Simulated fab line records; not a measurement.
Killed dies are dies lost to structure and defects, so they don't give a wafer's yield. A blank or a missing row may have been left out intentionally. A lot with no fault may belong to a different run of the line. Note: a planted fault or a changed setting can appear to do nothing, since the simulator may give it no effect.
Commonality check across tools | flow gf180mcu | Lots sampled 13, wafers sampled 39

== REASON FOR OPENING ==
GF_HV_LDD_TW_MEAS_50, reading HV_LDD_4_TW: flagged on 2 of 13 lots. No-fault wafers: 568, standard deviation 4.8.
Rule: a lot gets a flag if all its wafers with a number sit over 4 standard deviations from that mean, or if no wafer of it has a number. The rest of the lots are taken to be sound.

lot  | measured     | on            | HV_LDD_4_TW, wafer by wafer | flag
L970 | day 12 09:17 | film_metro-03 | 562 561 563                 |
L971 | day 12 17:46 | film_metro-01 | 570 570 572                 |
L972 | day 13 02:03 | film_metro-03 | 555 561 560                 |
L973 | day 13 09:35 | film_metro-03 | 561 566 563                 |
L974 | day 13 14:46 | film_metro-04 | 568 573 571                 |
L977 | day 14 16:55 | film_metro-01 | 571 570 569                 |
L978 | day 15 04:14 | film_metro-03 | 563 562 561                 |
L979 | day 15 13:58 | film_metro-04 | 571 570 571                 |
L983 | day 16 19:34 | film_metro-04 | 570 568 572                 |
L988 | day 18 13:35 | film_metro-04 | 600 596 599                 | FLAGGED
L989 | day 18 21:18 | film_metro-01 | 596 593 594                 | FLAGGED
L992 | day 19 21:42 | film_metro-01 | 576 574 576                 |
L993 | day 20 02:19 | film_metro-03 | 563 563 564                 |
The mean of the flagged lots' numbers is 596, +28 from the usual (+6 standard deviations).

== LOT BY LOT: THE TOOL USED ==
The record keeps 1 process step preceding the reading, out of 602 steps on the route. Each cell gives the tool, then ch followed by the chambers the sampled wafers passed through, then the start.
lot  | flag    | GF_HV_LDD_IMPLANT_48
L970 |         | implanter-03 ch 0, day 12 09:03
L971 |         | implanter-03 ch 0, day 12 17:31
L972 |         | implanter-03 ch 0, day 13 01:50
L973 |         | implanter-01 ch 0, day 13 09:22
L974 |         | implanter-03 ch 0, day 13 14:31
L977 |         | implanter-02 ch 0, day 14 16:40
L978 |         | implanter-02 ch 0, day 15 03:59
L979 |         | implanter-01 ch 0, day 15 13:45
L983 |         | implanter-03 ch 0, day 16 19:19
L988 | FLAGGED | implanter-02 ch 0, day 18 13:20
L989 | FLAGGED | implanter-02 ch 0, day 18 21:03
L992 |         | implanter-03 ch 0, day 19 21:28
L993 |         | implanter-01 ch 0, day 20 02:07
What the steps here do:
- GF_HV_LDD_IMPLANT_48
- GF_HV_LDD_TW_MEAS_50

== FLAGGED OVER TOTAL, TOOL BY TOOL (the gauges that took the reading come last) ==
step                 | tool          | lots run | flagged | share of the flagged lots | sound lots run after its first flagged lot
GF_HV_LDD_IMPLANT_48 | implanter-01  | 3        | 0       | none                      | -
GF_HV_LDD_IMPLANT_48 | implanter-02  | 4        | 2       | all                       | 0
GF_HV_LDD_IMPLANT_48 | implanter-03  | 6        | 0       | none                      | -
GF_HV_LDD_TW_MEAS_50 | film_metro-01 | 4        | 1       | some                      | 1 (L992)
GF_HV_LDD_TW_MEAS_50 | film_metro-03 | 5        | 0       | none                      | -
GF_HV_LDD_TW_MEAS_50 | film_metro-04 | 4        | 1       | some                      | 0

== WHAT THE TABLE PERMITS ==
In the table, 1 row covers all flagged lots: implanter-02 at GF_HV_LDD_IMPLANT_48.
- implanter-02 at GF_HV_LDD_IMPLANT_48 ran 4 lots, 2 of them flagged. A fault beginning between L978 (day 15 03:59), its last sound lot, and L988 (day 18 13:20), its first flagged one, fits the data. Its own readings lie more than 4 standard deviations out on every wafer of the flagged lots: dose_ions_cm2, faraday_current_uA.
What remains is a single tool, implanter-02 at GF_HV_LDD_IMPLANT_48.

== WHAT HAD BEEN PUT IN BY THE SIMULATOR ==
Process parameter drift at GF_HV_LDD_IMPLANT_48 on implanter-02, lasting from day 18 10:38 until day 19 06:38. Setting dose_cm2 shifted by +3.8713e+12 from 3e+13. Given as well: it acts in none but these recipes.
Struck lots among those shown: L988, L989. The rule given above showed the same thing.
